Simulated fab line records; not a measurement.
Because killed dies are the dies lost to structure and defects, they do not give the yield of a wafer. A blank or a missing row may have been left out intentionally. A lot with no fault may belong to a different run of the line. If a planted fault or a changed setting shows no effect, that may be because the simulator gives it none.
Which tool did it? | flow sky130 | Sampling: 11 lots, 31 wafers, 5 of 708 route steps

== WHAT THE GAUGES READ, wafer by wafer ==
SKY_VT_ADJUST_NCORE_CD_MEAS_07: target cd 380 nm. Usual: cdNm at 380.0 nm, with a standard deviation of 2.6.
lot  | measured     | on       | cdNm (nm)               | flag
L959 | day 9 04:29  | cdSem-02 | 381.0 380.0 380.7       | 
L960 | day 9 16:01  | cdSem-01 | 380.1 379.6 377.4       | 
L961 | day 10 00:14 | cdSem-01 | 378.2 376.2 376.4       | 
L965 | day 10 18:36 | cdSem-02 | 380.9 383.3 381.4       | 
L966 | day 11 06:35 | cdSem-01 | 376.8 373.9 376.6       | 
L967 | day 11 09:46 | cdSem-01 | 381.5 381.4 382.8       | 
L969 | day 11 19:32 | cdSem-02 | 382.1 383.9 381.5       | 
L970 | day 12 02:52 | cdSem-01 | 375.5 378.3 377.8       | 
L973 | day 13 03:43 | cdSem-01 | 385.7 389.0 385.3 389.0 | 
L975 | day 13 17:19 | cdSem-02 | 383.2 390.2             | 
L978 | day 14 18:02 | cdSem-02 | 380.0 381.7 379.2       | 

SKY_VT_ADJUST_HVTR_CD_MEAS_07: target cd 380 nm. Usual: cdNm at 379.1 nm, with a standard deviation of 2.5.
lot  | measured     | on       | cdNm (nm)         | flag
L959 | day 10 02:24 | cdSem-02 | 378.7 375.3 376.8 | 
L960 | day 10 14:34 | cdSem-01 | 376.8 376.1 376.6 | 
L961 | day 10 22:56 | cdSem-02 | 378.0 380.0 377.7 | 
L965 | day 11 17:32 | cdSem-01 | 381.9 380.2 382.4 | 
L966 | day 12 06:26 | cdSem-01 | 379.5 379.6 379.5 | 
L967 | day 12 09:00 | cdSem-01 | 381.1 380.8 377.8 | 
L969 | day 12 19:50 | cdSem-02 | 377.8 376.4 375.8 | 
L970 | day 13 03:50 | cdSem-02 | 377.9 378.0 375.8 | 
L973 | day 14 04:21 | cdSem-02 | 379.6 379.6       | 
L975 | day 14 19:54 | cdSem-02 | 379.3 377.5       | 
L978 | day 15 20:35 | cdSem-01 | 378.1 379.2 377.0 | 

== WHAT TOOL EACH LOT RAN ON (gives the tool, then ch and the chambers of the sampled wafers, and finally the start) ==
lot  | SKY_VT_ADJUST_LVTN_STRIP_09         | SKY_VT_ADJUST_NCORE_COAT_02      | SKY_VT_ADJUST_NCORE_STRIP_10
L959 | plasmaAsher-01 ch 0,1, day 7 13:06  | lithoTrack-04 ch 0, day 8 18:22  | plasmaAsher-04 ch 0,1, day 9 04:47
L960 | plasmaAsher-03 ch 0,1, day 7 22:41  | lithoTrack-01 ch 0, day 9 04:54  | plasmaAsher-03 ch 0,1, day 9 16:19
L961 | plasmaAsher-03 ch 0,1, day 8 05:16  | lithoTrack-02 ch 0, day 9 13:30  | plasmaAsher-02 ch 0,1, day 10 00:37
L965 | plasmaAsher-01 ch 0,1, day 8 23:57  | lithoTrack-01 ch 0, day 10 06:57 | plasmaAsher-03 ch 0,1, day 10 18:55
L966 | plasmaAsher-01 ch 0,1, day 9 09:44  | lithoTrack-04 ch 0, day 10 19:23 | plasmaAsher-04 ch 0,1, day 11 06:52
L967 | plasmaAsher-04 ch 0,1, day 9 14:06  | lithoTrack-02 ch 0, day 10 22:31 | plasmaAsher-04 ch 0,1, day 11 10:04
L969 | plasmaAsher-01 ch 0,1, day 9 21:22  | lithoTrack-02 ch 0, day 11 07:09 | plasmaAsher-03 ch 0,1, day 11 19:49
L970 | plasmaAsher-01 ch 1, day 10 03:58   | lithoTrack-02 ch 0, day 11 14:51 | plasmaAsher-03 ch 0,1, day 12 03:10
L973 | plasmaAsher-04 ch 0,1, day 11 02:02 | lithoTrack-02 ch 0, day 12 14:46 | plasmaAsher-04 ch 0,1, day 13 07:13
L975 | plasmaAsher-04 ch 1, day 11 16:37   | lithoTrack-02 ch 0, day 13 05:18 | plasmaAsher-04 ch 0, day 13 17:37
L978 | plasmaAsher-03 ch 0,1, day 12 15:46 | lithoTrack-04 ch 0, day 14 04:38 | plasmaAsher-02 ch 0,1, day 14 18:19
- SKY_VT_ADJUST_LVTN_STRIP_09: strips in O2/N2.
- SKY_VT_ADJUST_NCORE_COAT_02: resist thk 1140 nm.
- SKY_VT_ADJUST_NCORE_STRIP_10: strips in O2/N2.

== AS READ BY THE TOOLS THEMSELVES (means over the sampled wafers that have a number; for cases with no such wafer, the mark the record gives instead) ==
SKY_VT_ADJUST_LVTN_STRIP_09. Usual: chamberPressureMTorr 1499.6 mTorr, standard deviation 1.4; drypumpMotorCurrentA 5.8 A, standard deviation 0.53; oesProductAu 0.723 a.u., standard deviation 0.0043; stripTimeToEndpointS 36.95 s, standard deviation 0.11.
lot  | tool           | chamberPressureMTorr (mTorr) | drypumpMotorCurrentA (A) | oesProductAu (a.u.) | stripTimeToEndpointS (s) | flag
L959 | plasmaAsher-01 | 1501.0                       | 5.6                      | 0.724               | 36.80                    | 
L960 | plasmaAsher-03 | 1498.8                       | 6.0                      | 0.725               | 36.84                    | 
L961 | plasmaAsher-03 | 1499.2                       | 6.0                      | 0.723               | 36.97                    | 
L965 | plasmaAsher-01 | 1499.2                       | 5.8                      | 0.722               | 36.93                    | 
L966 | plasmaAsher-01 | 1498.5                       | 5.5                      | 0.718               | 36.97                    | 
L967 | plasmaAsher-04 | 1499.6                       | 5.6                      | 0.724               | 36.83                    | 
L969 | plasmaAsher-01 | 1500.2                       | 5.7                      | 0.727               | 36.95                    | 
L970 | plasmaAsher-01 | 1499.1                       | 5.3                      | 0.723               | 36.73                    | 
L973 | plasmaAsher-04 | 1501.5                       | 5.8                      | 0.727               | 37.12                    | 
L975 | plasmaAsher-04 | 1500.6                       | 5.0                      | 0.722               | 36.99                    | 
L978 | plasmaAsher-03 | 1500.0                       | 6.0                      | 0.723               | 36.83                    | 

SKY_VT_ADJUST_NCORE_STRIP_10. Usual: chamberPressureMTorr 1500.0 mTorr, standard deviation 1.2; drypumpMotorCurrentA 5.9 A, standard deviation 0.6; oesProductAu 0.715 a.u., standard deviation 0.0044; stripTimeToEndpointS 14.17 s, standard deviation 0.034.
lot  | tool           | chamberPressureMTorr (mTorr) | drypumpMotorCurrentA (A) | oesProductAu (a.u.) | stripTimeToEndpointS (s) | flag
L959 | plasmaAsher-04 | 1499.3                       | 5.6                      | 0.718               | 14.16                    | 
L960 | plasmaAsher-03 | 1499.8                       | 5.9                      | 0.716               | 14.23                    | 
L961 | plasmaAsher-02 | 1500.4                       | 5.7                      | 0.715               | 14.20                    | 
L965 | plasmaAsher-03 | 1500.0                       | 6.1                      | 0.716               | 14.18                    | 
L966 | plasmaAsher-04 | 1498.7                       | 6.1                      | 0.716               | 14.18                    | 
L967 | plasmaAsher-04 | 1500.7                       | 5.5                      | 0.713               | 14.19                    | 
L969 | plasmaAsher-03 | 1500.6                       | 5.9                      | 0.713               | 14.17                    | 
L970 | plasmaAsher-03 | 1500.2                       | 5.9                      | 0.714               | 14.16                    | 
L973 | plasmaAsher-04 | 1500.3                       | 5.8                      | 0.716               | 13.77                    | OFF
L975 | plasmaAsher-04 | 1500.3                       | 6.7                      | 0.712               | 13.72                    | OFF
L978 | plasmaAsher-02 | 1500.0                       | 5.7                      | 0.718               | 14.13                    | 

== THE ANSWER, worked out from the rows above alone ==
Rule: take the mean of a lot's wafers that have a number; if it is more than 3 standard deviations from the usual mean, the lot is off. A lot without any number at a reading at which 4 lots or more have one is off too. All remaining lots with rows at the step are treated as sound. First the gauges in route order, then the tools' own readings, where a lot's mean is used as printed above. The first step at which some lot is off is used, and at that step the reading that is off furthest; a lot without a number counts as furthest.
Off: L973, L975 (SKY_VT_ADJUST_NCORE_STRIP_10, stripTimeToEndpointS).
A tool fits if, at that step or a process step before it, it ran every lot that is off, and no sound lot after the first of them. Undecided on this evidence; 2 tools fit (plasmaAsher-04 at SKY_VT_ADJUST_LVTN_STRIP_09 and SKY_VT_ADJUST_NCORE_STRIP_10, lithoTrack-02 at SKY_VT_ADJUST_NCORE_COAT_02).

== WHAT THE SIMULATOR HAD INSERTED ==
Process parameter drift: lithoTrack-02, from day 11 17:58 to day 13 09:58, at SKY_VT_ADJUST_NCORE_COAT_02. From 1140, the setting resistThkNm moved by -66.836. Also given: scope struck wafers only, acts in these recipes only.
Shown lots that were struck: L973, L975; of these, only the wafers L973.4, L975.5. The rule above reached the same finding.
